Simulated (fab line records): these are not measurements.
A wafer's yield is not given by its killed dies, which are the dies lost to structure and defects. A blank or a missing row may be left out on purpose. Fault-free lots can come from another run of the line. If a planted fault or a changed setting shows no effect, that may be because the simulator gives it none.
The tool behind it: which one?	flow sky130	12 lots with 36 wafers sampled at 2 steps, on a route of 708 steps

WHAT THE GAUGES READ, wafer by wafer
SKY_METAL1_THK_MEAS_06: measures by xrf.
lot	measured	on	METAL1_ALCU_THK (nm)
L075	day 31 23:19	film-metro-03	246 245 245
L077	day 33 11:20	film-metro-01	244 245 244
L080	day 33 13:13	film-metro-03	243 245 241
L081	day 33 17:38	film-metro-04	252 251 250
L083	day 34 15:31	film-metro-01	245 245 244
L084	day 35 04:17	film-metro-04	246 248 249
L089	day 36 23:06	film-metro-03	245 244 245
L088	day 37 00:20	film-metro-03	245 246 247
L091	day 37 06:14	film-metro-01	241 244 242
L093	day 37 12:49	film-metro-01	248 245 247
L095	day 38 07:34	film-metro-04	245 244 242
L097	day 38 17:25	film-metro-03	247 246 249

EACH LOT AND THE TOOL THAT RAN IT (in order: tool; ch and the chambers of the sampled wafers; start)
lot	SKY_METAL1_SPUTTER_04
L075	pvd-sputter-01, day 31 23:08
L077	pvd-sputter-01, day 33 11:10
L080	pvd-sputter-01, day 33 13:04
L081	pvd-sputter-02, day 33 17:28
L083	pvd-sputter-01, day 34 15:20
L084	pvd-sputter-02, day 35 04:07
L089	pvd-sputter-03, day 36 22:55
L088	pvd-sputter-03, day 37 00:08
L091	pvd-sputter-01, day 37 06:02
L093	pvd-sputter-03, day 37 12:37
L095	pvd-sputter-03, day 38 07:23
L097	pvd-sputter-01, day 38 17:15
- SKY_METAL1_SPUTTER_04: material TiN, target thk 70 nm, time 58.3 s.

THE ANSWER, worked out from the rows above alone
Rule: the lots themselves supply what counts as usual. The widest of any qualifying gaps counts: lots, ordered by their means at a reading, are off when they make up no more than a third of the lots, leave a main group of 4 or more, and stand apart from it by 3 or more times the standard deviation of that group's means. A main group whose means are all the same, to the digits that the tables above print for the reading, isn't used. A lot without any number at a reading at which 4 lots or more have one is off too. Any other lot the step has rows for is counted as sound.
Nothing can be told from this: no lot is off at any reading shown.

WHAT THE SIMULATOR HAD PUT IN
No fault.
